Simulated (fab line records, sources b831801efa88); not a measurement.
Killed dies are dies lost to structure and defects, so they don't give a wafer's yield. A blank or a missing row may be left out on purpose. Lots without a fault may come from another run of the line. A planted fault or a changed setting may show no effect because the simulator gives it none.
Which tool did it? | flow sky130 | 14 lots, 42 wafers sampled, at 1 step of a route of 708

WHAT THE GAUGES READ, wafer by wafer
The record holds no reading of a measuring or inspecting step that can be judged against a usual standard deviation.

WHICH TOOL RAN EACH LOT (tool, then ch and the chambers of the sampled wafers, then the start)
lot  | SKY_SONOS_TUNNEL_DEVELOP_06
L330 | litho_track-04 ch 0, day 11 09:59
L331 | litho_track-04 ch 0, day 11 23:02
L333 | litho_track-03 ch 0, day 12 08:47
L336 | litho_track-03 ch 0, day 13 10:53
L337 | litho_track-04 ch 0, day 13 17:05
L338 | litho_track-03 ch 0, day 13 20:47
L339 | litho_track-03 ch 0, day 14 04:41
L340 | litho_track-01 ch 0, day 14 13:10
L341 | litho_track-03 ch 0, day 15 04:59
L342 | litho_track-01, day 15 06:52
L343 | litho_track-03, day 15 15:36
L350 | litho_track-03 ch 0, day 17 22:21
L351 | litho_track-03 ch 0, day 18 03:33
L352 | litho_track-01 ch 0, day 18 17:39
- SKY_SONOS_TUNNEL_DEVELOP_06: develop time 60.75 s.

WHAT THE TOOLS THEMSELVES READ (means of the sampled wafers that have a number; where no wafer has one, the mark that the record gives instead)
SKY_SONOS_TUNNEL_DEVELOP_06. Usual: chill_plate_temp_C 22.98 C, standard deviation 0.1.
lot  | tool           | chill_plate_temp_C (C) | flag
L330 | litho_track-04 | 22.98                  |
L331 | litho_track-04 | 23.06                  |
L333 | litho_track-03 | 23.09                  |
L336 | litho_track-03 | 23.03                  |
L337 | litho_track-04 | 23.08                  |
L338 | litho_track-03 | 22.97                  |
L339 | litho_track-03 | 23.01                  |
L340 | litho_track-01 | 22.91                  |
L341 | litho_track-03 | 23.03                  |
L342 | litho_track-01 | -                      | OFF
L343 | litho_track-03 | -                      | OFF
L350 | litho_track-03 | 22.90                  |
L351 | litho_track-03 | 23.11                  |
L352 | litho_track-01 | 23.02                  |

THE ANSWER, worked out from the rows above alone
Rule: a lot is off if the mean of its wafers that have a number lies more than 3 standard deviations from the usual mean. A lot without any number at a reading at which 4 lots or more have one is off too. The other lots that the step has rows for count as sound. The gauges are gone through in route order, then the tools' own readings, and for those a lot's mean is taken as printed above. The first step at which some lot is off is used, and at that step the reading that is off furthest; a lot without a number counts as furthest.
Off: L342, L343, at SKY_SONOS_TUNNEL_DEVELOP_06 (chill_plate_temp_C). Without a number there: L342, L343.
A tool fits if, at that step or a process step before it, it ran every lot that is off, and no sound lot after the first of them. None of those tried fits.

WHAT THE SIMULATOR HAD PUT IN
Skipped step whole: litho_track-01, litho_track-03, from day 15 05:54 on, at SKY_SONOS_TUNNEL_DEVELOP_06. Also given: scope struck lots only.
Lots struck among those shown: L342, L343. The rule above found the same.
